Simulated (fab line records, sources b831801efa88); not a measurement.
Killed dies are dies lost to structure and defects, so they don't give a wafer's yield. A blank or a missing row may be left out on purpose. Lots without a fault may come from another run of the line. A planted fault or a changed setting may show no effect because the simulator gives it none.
Problem report in the 8D (eight disciplines) form, filled by code | flow gf180mcu | the parts of the form that need people (team, actions taken, sign-off) are left out

1. THE PROBLEM
MVSD_TW at GF_MVSD_TW_MEAS_11 reads a mean of 30 on 3 wafers of 1 lot; wafers without a fault read 1592 with a standard deviation of 7.5. That is -99 or more standard deviations from the usual mean.
First seen on wafer L513.3, day 7 07:35, on film_metro-01. The record holds 33 wafers of 11 lots with a number at this step. Rule for "out", or "out of limits": more than 4 standard deviations from the usual mean. The other wafers with a number count as sound.

2. WHAT IT IS AND WHAT IT IS NOT
question                    | is                     | is not
which readings at this step | MVSD_TW                | -
which lots                  | L513                   | L501, L502, L503, L505, L507, L516, L519, L522, L523, L524
which wafers of those lots  | all that have a number | -
read on which gauges        | film_metro-01          | film_metro-02, film_metro-04
when                        | from day 7 07:35       | up to then (15 sound wafers); but 15 sound wafers of L516, L519, L522, L523, L524 came after

3. SUSPECTS, AND WHAT RULES EACH OUT
Counting: a tool at a process step up to the reading stays a suspect if it ran every lot that is out and no sound lot after the first of them.
- the gauge at GF_MVSD_TW_MEAS_11: ruled out. All the wafers that are out were read on film_metro-01, but those of them that GF_LVPWELL_STRIP_10 has rows for are out there too, on other tools.
- plasma_asher-03 at GF_NWELL_STRIP_10 (strips in O2/N2): ruled out as a lasting fault. Sound lots L516, L522 ran on it after its first lot that is out, L513 (day 6 01:56).
- plasma_asher-02 at GF_LVPWELL_STRIP_10 (strips in O2/N2): ruled out as a lasting fault. Sound lots L522 ran on it after its first lot that is out, L513 (day 6 16:29).
- plasma_asher-02 at GF_MVSD_STRIP_10 (strips in O2/N2): ruled out as a lasting fault. Sound lots L519 ran on it after its first lot that is out, L513 (day 7 07:29).
Left after counting: nothing in the record.

4. THE CAUSE (what the simulator had put in)
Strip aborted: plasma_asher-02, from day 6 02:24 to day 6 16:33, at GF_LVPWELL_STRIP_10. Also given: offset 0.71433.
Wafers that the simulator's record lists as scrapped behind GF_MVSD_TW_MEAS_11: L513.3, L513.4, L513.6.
Counting ruled it out, wrongly: the rule takes a fault to strike every lot that its tool runs from its start on, and this one did not.

5. THE CHAIN OF EFFECTS, in route order
Each row: a reading whose mean over the struck wafers that have a number lies more than 3 standard deviations from the usual. Only readings for which the record gives a usual standard deviation are gone through. hours: the time from each lot's start at the first step in this table that gives one to its start at this step, as a median over the lots. sigmas: the change in usual standard deviations.
hours | step                | reading                  | usual      | on struck wafers | change | sigmas
0     | GF_LVPWELL_STRIP_10 | oes_product_au           | 0.722 a.u. | 0.936            | +0.214 | +47
15    | GF_MVSD_STRIP_10    | strip_time_to_endpoint_s | 36.99 s    | 57.89            | +20.90 | +99 or more
15    | GF_MVSD_TW_MEAS_11  | MVSD_TW                  | 1592       | 30               | -1562  | -99 or more
The process steps in it:
- GF_LVPWELL_STRIP_10: strips in O2/N2.
- GF_MVSD_STRIP_10: strips in O2/N2.
Readings that are blank on the struck wafers while sound wafers have them: strip_time_to_endpoint_s at GF_LVPWELL_STRIP_10.

6. WHAT WOULD HAVE CAUGHT IT SOONER
In this record the first reading out of limits at a measuring or inspecting step was taken at day 7 07:35, 29 hours after the fault began at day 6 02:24.
The tool's own readings at GF_LVPWELL_STRIP_10 were out on every struck wafer that the step has a row for (oes_product_au): an alarm limit on them would have fired on the first of those.
